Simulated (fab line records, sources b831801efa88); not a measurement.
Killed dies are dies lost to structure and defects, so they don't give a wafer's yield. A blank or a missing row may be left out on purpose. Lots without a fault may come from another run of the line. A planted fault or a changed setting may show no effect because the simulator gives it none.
fab line records | flow sky130
record lots=6 wafers=18 last_day=49
route steps=708 shown RES_XHIGH@339 SD_N@342 SD_P@359 PAD_OPEN@708
lots that met no fault: from a run of the same line without faults
start_h: hours from the record's first day to the start of the lot's first wafer shown | wait_h: hours since the lot's step before | " the same as in the row above | L1.1+2: a row that stands for several wafers | - no value, or no start given | * or withheld: withheld | < > ~ a bound
route shown NAME@n: a module of which the file shows steps, and the number in the route of the first | usual: mean/standard deviation of fault-free wafers | same: alike in all rows | chamber/n: place in a boat | sites: the reading at each site | _std_site: their standard deviation | _edge_site: outer sites' mean less inner sites' | radius_mm: how far each site lies from the wafer's centre | mask NAME#n: copy n | behind: the tool/chamber that last shaped the wafer | hold: why the lot was held/for how many hours/how that ended | device: the transistor (n, p or np) that didn't switch | end of line: the same wafers' tests at the end of the route | a step without rows: its recipe alone | killed: dies lost to structure and defects at the first sort, not the wafer's yield | map: a wafer's dies, x killed, . not, _ none there
set.NAME: the setting as run; set.NAME@STEP: as run at that earlier step | model.NAME: the simulator's own value behind a step, which no gauge read
lots at some steps of the route; a table a step, a row a wafer
services: from which hour (start_h, from the record's first day; less than 0 if before it) a tool's chamber was out of use, for how many hours, and why
## steps
# step SKY_RES_XHIGH_IMPLANT_07
# recipe species=BF2 energy_kev=20 dose_cm2=3.6e+14 tilt_deg=0
# step SKY_RES_XHIGH_STRIP_08
# recipe chemistry=O2/N2 power_w=1400 pressure_mtorr=1500 platen_temp_c=withheld o2_flow_sccm=3000 n2_flow_sccm=300 overash_fraction=0.5
# usual drypump_motor_current_A=5.77/0.26 oes_product_au=0.711/0.0041 strip_time_to_endpoint_s=14.08/0.035
# columns lot.wafer tool chamber start_h wait_h drypump_motor_current_A oes_product_au rf_hours_counter_h strip_time_to_endpoint_s
L636.1 plasma_asher-04 1 616.24 0.1 5.79 0.712 92 14.10
L636.3 " 1 " " 5.80 0.714 - 14.09
L636.6 " 0 " " 6.19 0.705 - 14.06
L641.3 plasma_asher-04 0 668.99 0.1 6.21 0.699 - 14.10
L641.5 " 1 " " 5.78 0.710 - 14.09
L641.6 " 0 " " 6.21 0.717 - 14.06
L645.3 plasma_asher-01 1 724.86 0.1 5.45 0.718 - 14.08
L645.4 " 0 " " 6.00 0.712 - 14.08
L645.5 " 0 " " 6.03 0.715 - 14.08
L646.2 plasma_asher-02 1 725.78 0.1 5.47 0.709 95 14.01
L646.5 " 1 " " 5.48 0.706 - 13.98
L646.6 " 0 " " 5.71 0.715 - 14.05
L649.3 plasma_asher-02 0 737.21 0.1 5.74 0.711 - 14.02
L649.5 " 1 " " 5.47 0.708 - 14.07
L649.6 " 0 " " 5.73 0.709 - 14.09
L653.2 plasma_asher-04 1 760.68 0.1 5.77 0.721 2 14.07
L653.3 " 0 " " 6.18 0.714 - 14.08
L653.6 " 0 " " 6.20 0.709 - 14.06
# step SKY_RES_XHIGH_TW_MEAS_09
# usual RES_XHIGH_TW=1647/11
# columns lot.wafer tool chamber start_h wait_h RES_XHIGH_TW
L636.1 film_metro-02 - 616.34 0.1 1636
L636.3 " - " " 1631
L636.6 " - " " 1637
L641.3 film_metro-04 - 669.07 0.1 1659
L641.5 " - " " 1654
L641.6 " - " " 1651
L645.3 film_metro-02 - 724.95 0.1 1639
L645.4 " - " " 1639
L645.5 " - " " 1634
L646.2 film_metro-03 - 725.89 0.1 1641
L646.5 " - " " 1644
L646.6 " - " " 1649
L649.3 film_metro-04 - 737.30 0.1 1646
L649.5 " - " " 1651
L649.6 " - " " 1653
L653.2 film_metro-03 - 760.79 0.1 1649
L653.3 " - " " 1662
L653.6 " - " " 1651
# step SKY_SD_N_DEHYDRATE_00
# recipe temp_c=200 time_s=60
# step SKY_SD_N_HMDS_01
# recipe prime_time_s=60 prime_temp_c=120
# step SKY_SD_N_COAT_02
# recipe resist=NOVOLAK spin_rpm=3000 resist_thk_nm=1140
# step SKY_SD_N_SOFTBAKE_03
# recipe temp_c=90 time_s=60 resist=NOVOLAK
# step SKY_SD_N_EXPOSE_04
# recipe mask_id=NSDM na=0.6 source_shape=conventional sigma_outer=0.6 polarization=unpolarized target_cd_nm=380 dose_mj=141
# step SKY_SD_N_PEB_05
# recipe temp_c=withheld time_s=* resist=NOVOLAK
# step SKY_SD_N_DEVELOP_06
# recipe resist=NOVOLAK developer=TMAH develop_time_s=60 dev_temp_c=23
# step SKY_SD_N_CD_MEAS_07
# recipe target_cd_nm=380
# usual cd_nm=379.6/2.3
# columns lot.wafer tool chamber start_h wait_h cd_nm
L636.1 cd_sem-01 - 645.43 0.1 380.7
L636.3 " - " " 378.6
L636.6 " - " " 379.5
L641.3 cd_sem-01 - 697.12 0.1 375.8
L641.5 " - " " 376.7
L641.6 " - " " 376.1
L645.3 cd_sem-01 - 750.97 0.1 377.3
L645.4 " - " " 381.1
L645.5 " - " " 379.6
L646.2 cd_sem-01 - 752.20 0.1 379.7
L646.5 " - " " 381.6
L646.6 " - " " 381.7
L649.3 cd_sem-02 - 763.23 0.1 378.4
L649.5 " - " " 377.5
L649.6 " - " " 377.9
L653.2 cd_sem-01 - 786.96 0.1 386.5
L653.3 " - " " 383.0
L653.6 " - " " 382.5
# step SKY_SD_N_OVL_MEAS_08
# usual SD_N_OVL=-0.3/1.2
# columns lot.wafer tool chamber start_h wait_h SD_N_OVL[nm]
L636.1 overlay-02 - 645.55 0.1 -1.1
L636.3 " - " " 0.0
L636.6 " - " " -0.3
L641.3 overlay-01 - 697.21 0.1 -1.5
L641.5 " - " " -0.2
L641.6 " - " " -0.4
L645.3 overlay-01 - 751.06 0.1 -0.5
L645.4 " - " " 0.3
L645.5 " - " " -0.3
L646.2 overlay-02 - 752.31 0.1 -3.1
L646.5 " - " " -1.4
L646.6 " - " " -2.2
L649.3 overlay-01 - 763.32 0.1 0.9
L649.5 " - " " 0.2
L649.6 " - " " 0.0
L653.2 overlay-01 - 787.07 0.1 0.7
L653.3 " - " " -0.2
L653.6 " - " " -0.1
# step SKY_SD_N_IMPLANT_09
# recipe species=As energy_kev=50 dose_cm2=4e+15 tilt_deg=0
# usual beam_energy_keV=50.001/0.016
# columns lot.wafer tool chamber start_h wait_h beam_energy_keV model.implant.rp_nm model.implant.drp_nm
L636.1 implanter-04 0 645.59 0.0 50.006 33.5 14.11
L636.3 " 0 " " 49.995 33.5 14.11
L636.6 " 0 " " 50.001 33.5 14.11
L641.3 implanter-02 0 697.29 0.1 50.009 32.35 14.11
L641.5 " 0 " " 49.993 32.35 14.11
L641.6 " 0 " " 49.993 32.35 14.11
L645.3 implanter-04 0 751.14 0.1 44.565 28.86 12.96
L645.4 " 0 " " 44.550 28.86 12.96
L645.5 " 0 " " 44.590 28.86 12.96
L646.2 implanter-04 0 752.36 0.0 44.607 30.39 12.96
L646.5 " 0 " " 44.609 30.39 12.96
L646.6 " 0 " " 44.577 30.39 12.96
L649.3 implanter-01 0 763.40 0.1 49.993 31.92 14.11
L649.5 " 0 " " 50.004 31.92 14.11
L649.6 " 0 " " 50.006 31.92 14.11
L653.2 implanter-01 0 787.12 0.0 50.004 33.26 14.11
L653.3 " 0 " " 49.999 33.26 14.11
L653.6 " 0 " " 50.005 33.26 14.11
# step SKY_SD_N_IMPLANT_10
# recipe species=P energy_kev=20 dose_cm2=1e+14 tilt_deg=0
# step SKY_SD_N_STRIP_11
# recipe chemistry=O2/N2 power_w=1400 pressure_mtorr=1500 platen_temp_c=withheld o2_flow_sccm=3000 n2_flow_sccm=300 overash_fraction=0.5
# usual drypump_motor_current_A=5.58/0.27 oes_product_au=0.528/0.0051 strip_time_to_endpoint_s=22.54/0.047
# columns lot.wafer tool chamber start_h wait_h drypump_motor_current_A oes_product_au rf_hours_counter_h strip_time_to_endpoint_s
L636.1 plasma_asher-02 0 645.89 0.1 5.72 0.524 86 22.52
L636.3 " 1 " " 5.47 0.529 - 22.57
L636.6 " 0 " " 5.70 0.525 - 22.53
L641.3 plasma_asher-02 1 706.89 0.1 5.47 0.526 - 22.56
L641.5 " 0 " " 5.75 0.519 - 22.53
L641.6 " 1 " " 5.46 0.534 - 22.59
L645.3 plasma_asher-01 0 751.42 0.1 6.02 0.545 - 21.76
L645.4 " 1 " " 5.43 0.538 - 21.75
L645.5 " 0 " " 6.00 0.540 - 21.79
L646.2 plasma_asher-01 1 752.64 0.1 5.40 0.544 62 21.68
L646.5 " 0 " " 6.02 0.533 - 21.70
L646.6 " 1 " " 5.44 0.538 - 21.69
L649.3 plasma_asher-01 0 763.68 0.1 5.99 0.531 - 22.52
L649.5 " 1 " " 5.45 0.531 - 22.55
L649.6 " 0 " " 6.01 0.530 - 22.55
L653.2 plasma_asher-01 0 787.40 0.1 6.01 0.525 65 22.47
L653.3 " 1 " " 5.45 0.522 - 22.51
L653.6 " 0 " " 6.02 0.537 - 22.49
# step SKY_SD_N_TW_MEAS_12
# usual SD_N_TW=4002/30
# columns lot.wafer tool chamber start_h wait_h SD_N_TW
L636.1 film_metro-04 - 645.99 0.1 4044
L636.3 " - " " 4021
L636.6 " - " " 4025
L641.3 film_metro-04 - 706.97 0.1 4037
L641.5 " - " " 4001
L641.6 " - " " 4011
L645.3 film_metro-04 - 751.51 0.1 3885
L645.4 " - " " 3882
L645.5 " - " " 3876
L646.2 film_metro-03 - 752.75 0.1 3933
L646.5 " - " " 3910
L646.6 " - " " 3930
L649.3 film_metro-03 - 763.77 0.1 4041
L649.5 " - " " 4009
L649.6 " - " " 4028
L653.2 film_metro-02 - 787.51 0.1 3961
L653.3 " - " " 3994
L653.6 " - " " 3970
# step SKY_SD_N_CLEAN_13
# recipe chemistry=SC1/SC2 mix=1:4:20 temp_c=70 time_s=150 dry=n2_spin
# step SKY_SD_N_RTA_14
# recipe temp_c=1075 time_s=2 idle_temp_c=650 ramp_up_c_per_s=150 ramp_down_c_per_s=90 ambient=N2
# usual chamber_o2_ppm=2.003/0.021 lamp_power_pct=15.73/0.056 ramp_up_c_per_s=150.00/0.026 wafer_temp_C_max=1078.0/1.1
# columns lot.wafer tool chamber start_h wait_h chamber_o2_ppm lamp_power_pct ramp_up_c_per_s wafer_temp_C_max
L636.1 rtp_anneal-01 0 646.10 0.0 2.034 15.77 150.04 1078.7
L636.3 " 0 " " 2.028 15.67 149.96 1077.7
L636.6 " 0 " " 2.009 15.73 150.00 1076.1
L641.3 rtp_anneal-01 0 707.08 0.0 1.986 15.80 150.00 1078.0
L641.5 " 0 " " 2.002 15.72 149.96 1079.9
L641.6 " 0 " " 1.989 15.70 150.02 1078.1
L645.3 rtp_anneal-02 0 751.61 0.0 2.028 15.68 150.01 1075.4
L645.4 " 0 " " 2.055 15.75 150.02 1079.7
L645.5 " 0 " " 2.040 15.67 150.01 1076.6
L646.2 rtp_anneal-01 0 752.86 0.0 2.012 15.68 149.99 1077.9
L646.5 " 0 " " 2.023 15.66 150.01 1077.8
L646.6 " 0 " " 2.014 15.67 150.02 1078.9
L649.3 rtp_anneal-02 0 763.87 0.0 2.028 15.85 150.02 1078.1
L649.5 " 0 " " 2.014 15.71 149.99 1079.0
L649.6 " 0 " " 1.993 15.74 149.94 1077.8
L653.2 rtp_anneal-01 0 787.61 0.0 2.020 15.76 149.99 1077.2
L653.3 " 0 " " 2.015 15.76 150.02 1080.1
L653.6 " 0 " " 2.021 15.76 150.00 1079.1
# step SKY_SD_N_RS_MEAS_16
# recipe thk_meas_gauge=four-point-probe
# usual SD_N_RS=68.49/0.13
# columns lot.wafer tool chamber start_h wait_h SD_N_RS[ohm/sq]
L636.1 film_metro-03 - 646.27 0.1 68.51
L636.3 " - " " 68.54
L636.6 " - " " 68.61
L641.3 film_metro-02 - 707.28 0.1 68.15
L641.5 " - " " 68.30
L641.6 " - " " 68.22
L645.3 film_metro-03 - 751.81 0.1 72.53
L645.4 " - " " 72.44
L645.5 " - " " 72.56
L646.2 film_metro-03 - 753.04 0.1 72.80
L646.5 " - " " 72.77
L646.6 " - " " 72.66
L649.3 film_metro-04 - 764.07 0.1 68.56
L649.5 " - " " 68.57
L649.6 " - " " 68.43
L653.2 film_metro-04 - 787.80 0.1 68.68
L653.3 " - " " 68.57
L653.6 " - " " 68.59
# step SKY_SD_N_RS_MEAS_17
# recipe thk_meas_gauge=four-point-probe
# usual SD_P_RS=146.9/0.32
# columns lot.wafer tool chamber start_h wait_h SD_P_RS[ohm/sq]
L636.1 film_metro-03 - 646.39 0.1 147.1
L636.3 " - " " 147.3
L636.6 " - " " 147.5
L641.3 film_metro-02 - 707.40 0.1 146.4
L641.5 " - " " 146.3
L641.6 " - " " 146.1
L645.3 film_metro-03 - 751.93 0.1 146.3
L645.4 " - " " 146.8
L645.5 " - " " 146.7
L646.2 film_metro-03 - 753.16 0.1 147.3
L646.5 " - " " 147.1
L646.6 " - " " 147.0
L649.3 film_metro-04 - 764.19 0.1 146.7
L649.5 " - " " 147.0
L649.6 " - " " 147.0
L653.2 film_metro-04 - 787.92 0.1 147.3
L653.3 " - " " 147.0
L653.6 " - " " 146.9
# step SKY_PAD_OPEN_PROBE_99
# columns lot.wafer tool chamber start_h wait_h model.etest.res_ndiff.line_ohm_um model.etest.res_ndiff.rs_ohm_sq model.etest.res_ndiff_hv.rs_ohm_sq
L636.1 prober-02 - 1073.85 0.1 785.1 118 112
L636.3 prober-02 - 1073.95 0.2 740.7 118 111.8
L636.6 prober-02 - 1074.10 0.2 776.2 118.2 112.2
L641.3 prober-02 - 1117.49 0.2 745.7 119 113.2
L641.5 prober-02 - 1117.59 0.2 771.4 119.6 113.5
L641.6 prober-02 - 1117.64 0.2 744.8 119.4 114.4
L645.3 prober-01 - 1150.71 0.2 824.7 127.9 122.5
L645.4 prober-01 - 1150.76 0.2 818.7 126.8 119.9
L645.5 prober-01 - 1150.81 0.2 813.7 127.6 120.8
L646.2 prober-02 - 1152.62 0.1 776.3 124.8 119
L646.5 prober-02 - 1152.77 0.2 771.1 124.2 118
L646.6 prober-02 - 1152.82 0.2 789.5 124.6 118.2
L649.3 prober-01 - 1158.59 0.2 770.7 121.3 114.7
L649.5 prober-01 - 1158.69 0.2 783.5 121.7 115.1
L649.6 prober-01 - 1158.74 0.2 776.4 121.2 114.3
L653.2 prober-02 - 1176.00 0.1 726.9 118.3 111.5
L653.3 prober-02 - 1176.05 0.2 720.2 117.6 111.2
L653.6 prober-02 - 1176.20 0.2 739 117.6 111.7
# killed by level:class
L636.1 VIA1:geometric_particle:open=13 CONTACT:geometric_particle:open=8 FIELD_ISO:geometric_particle:open=6 LI_CONTACT:geometric_particle:open=6 METAL2:geometric_particle:short=6 VIA2:geometric_particle:open=6 POLY_GATE:geometric_particle:open=5 POLY_GATE:geometric_particle:short=4
L636.3 CONTACT:geometric_particle:open=10 VIA3:geometric_particle:open=9 LI_CONTACT:geometric_particle:open=6 LOCAL_INTERCONNECT:geometric_particle:short=6 VIA2:geometric_particle:open=6 VIA3:geometric_particle:short=6 METAL1:geometric_particle:short=5 FIELD_ISO:geometric_particle:short=4
L636.6 CONTACT:geometric_particle:open=13 VIA2:geometric_particle:open=11 FIELD_ISO:geometric_particle:short=7 VIA3:geometric_particle:short=6 VIA1:geometric_particle:open=6 METAL2:geometric_particle:short=5 LI_CONTACT:geometric_particle:open=5 CONTACT:geometric_particle:short=5
L641.3 VIA2:geometric_particle:open=11 LOCAL_INTERCONNECT:geometric_particle:short=8 CONTACT:geometric_particle:open=8 VIA3:geometric_particle:open=8 METAL2:geometric_particle:short=8 LI_CONTACT:geometric_particle:open=6 VIA3:geometric_particle:short=5 FIELD_ISO:geometric_particle:open=4
L641.5 VIA2:geometric_particle:open=9 CONTACT:geometric_particle:open=8 VIA1:geometric_particle:open=8 FIELD_ISO:geometric_particle:short=6 LI_CONTACT:geometric_particle:open=6 METAL2:geometric_particle:short=6 FIELD_ISO:geometric_particle:open=5 POLY_GATE:geometric_particle:short=4
L641.6 CONTACT:geometric_particle:open=10 VIA1:geometric_particle:open=9 FIELD_ISO:geometric_particle:short=8 FIELD_ISO:geometric_particle:open=8 METAL2:geometric_particle:short=8 VIA3:geometric_particle:open=7 VIA2:geometric_particle:open=6 VIA2:geometric_particle:short=5
L645.3 VIA1:geometric_particle:open=11 CONTACT:geometric_particle:open=7 LOCAL_INTERCONNECT:geometric_particle:short=6 VIA2:geometric_particle:open=5 FIELD_ISO:geometric_particle:short=4 POLY_GATE:geometric_particle:open=4 LI_CONTACT:geometric_particle:open=4 VIA1:geometric_particle:short=4
L645.4 VIA1:geometric_particle:open=16 CONTACT:geometric_particle:open=10 VIA2:geometric_particle:open=9 VIA3:geometric_particle:open=7 VIA2:geometric_particle:short=6 LI_CONTACT:geometric_particle:open=5 LI_CONTACT:geometric_particle:short=4 VIA1:geometric_particle:short=4
L645.5 VIA1:geometric_particle:open=19 CONTACT:geometric_particle:open=8 VIA3:geometric_particle:open=7 LI_CONTACT:geometric_particle:open=7 VIA1:geometric_particle:short=7 FIELD_ISO:geometric_particle:open=6 METAL2:geometric_particle:short=6 POLY_GATE:geometric_particle:open=4
L649.3 CONTACT:geometric_particle:open=13 METAL1:geometric_particle:short=9 VIA2:geometric_particle:open=7 LOCAL_INTERCONNECT:geometric_particle:short=6 VIA1:geometric_particle:open=6 VIA3:geometric_particle:open=5 LI_CONTACT:geometric_particle:open=3 CONTACT:geometric_particle:short=3
L649.5 CONTACT:geometric_particle:open=10 VIA1:geometric_particle:open=8 CONTACT:geometric_particle:short=7 METAL2:geometric_particle:short=6 VIA3:geometric_particle:open=6 VIA2:geometric_particle:open=5 FIELD_ISO:geometric_particle:open=4 LI_CONTACT:geometric_particle:open=4
L649.6 VIA1:geometric_particle:open=13 CONTACT:geometric_particle:open=10 VIA3:geometric_particle:open=8 LI_CONTACT:geometric_particle:open=7 VIA2:geometric_particle:open=6 METAL1:geometric_particle:short=5 VIA1:geometric_particle:short=5 FIELD_ISO:geometric_particle:open=4
L653.2 CONTACT:geometric_particle:open=11 VIA1:geometric_particle:open=11 VIA3:geometric_particle:open=8 METAL2:geometric_particle:short=5 CONTACT:geometric_particle:short=5 LI_CONTACT:geometric_particle:short=4 LI_CONTACT:geometric_particle:open=4 LOCAL_INTERCONNECT:geometric_particle:short=4
L653.3 VIA1:geometric_particle:open=10 LI_CONTACT:geometric_particle:open=7 VIA1:geometric_particle:short=7 FIELD_ISO:geometric_particle:open=5 FIELD_ISO:geometric_particle:short=5 LOCAL_INTERCONNECT:geometric_particle:short=4 LI_CONTACT:geometric_particle:short=3 CONTACT:geometric_particle:open=3
L653.6 VIA1:geometric_particle:open=9 CONTACT:geometric_particle:open=8 POLY_GATE:geometric_particle:short=6 FIELD_ISO:geometric_particle:short=5 LI_CONTACT:geometric_particle:open=5 METAL1:geometric_particle:short=5 VIA1:geometric_particle:short=5 VIA2:geometric_particle:open=5
## services
# columns tool chamber start_h hours kind
implanter-02 - 594.64 7.0 repair
implanter-01 - 652.42 4.2 pm
plasma_asher-04 - 655.71 1.0 repair
plasma_asher-02 - 680.47 2.7 repair
implanter-04 - 683.12 2.6 pm
rtp_anneal-01 - 712.24 6.1 repair
rtp_anneal-02 - 718.32 3.5 pm
plasma_asher-04 - 733.75 9.0 pm
plasma_asher-04 0 733.75 9.0 vent_cycle
plasma_asher-04 1 733.75 9.0 vent_cycle
implanter-04 - 741.13 1.8 repair
plasma_asher-04 0 742.75 - clean
plasma_asher-04 1 742.75 - clean
implanter-04 - 759.42 4.9 pm
implanter-02 - 782.87 3.5 pm
## key
first_sign step=SKY_SD_N_IMPLANT_09 reading=beam_energy_keV direction=down sigmas=99+ usual=* struck=*
effect step=SKY_SD_N_STRIP_11 reading=strip_time_to_endpoint_s direction=down sigmas=17 usual=* struck=*
effect step=SKY_SD_N_TW_MEAS_12 reading=SD_N_TW direction=down sigmas=3.3 usual=4002 struck=3903
effect step=SKY_SD_N_RS_MEAS_16 reading=SD_N_RS direction=up sigmas=32 usual=68.49 struck=72.63
model_effect step=SKY_SD_N_IMPLANT_09 value=implant.rp_nm without=32.51 struck=29.62
model_effect step=SKY_PAD_OPEN_PROBE_99 value=etest.res_ndiff.line_ohm_um without=761.3 struck=799
met_at SKY_SD_N_IMPLANT_09
struck_wafers L645.3,L645.4,L645.5,L646.2,L646.5,L646.6
sort_left_out L646.2,L646.5,L646.6
tester_left_out L645,L646
onset_between 645.59 751.14
fault kind=process_parameter_drift tool=implanter-04 chamber=- onset_h=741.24 steps=SKY_SD_N_IMPLANT_09 channel=energy_kev offset=* shape=step end_h=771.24 acts_in=* stated=*
# tester_left_out: of these lots the tester's yield and bins aren't shown, on N5 and GAA mostly nor the transistor test; their killed dies are dies lost to structure and defects alone, not to doping, threshold or leakage, so they don't give the yield
# sort_left_out: the simulated sort isn't trusted on such a fault, so these wafers' sort isn't shown, and their yield isn't known
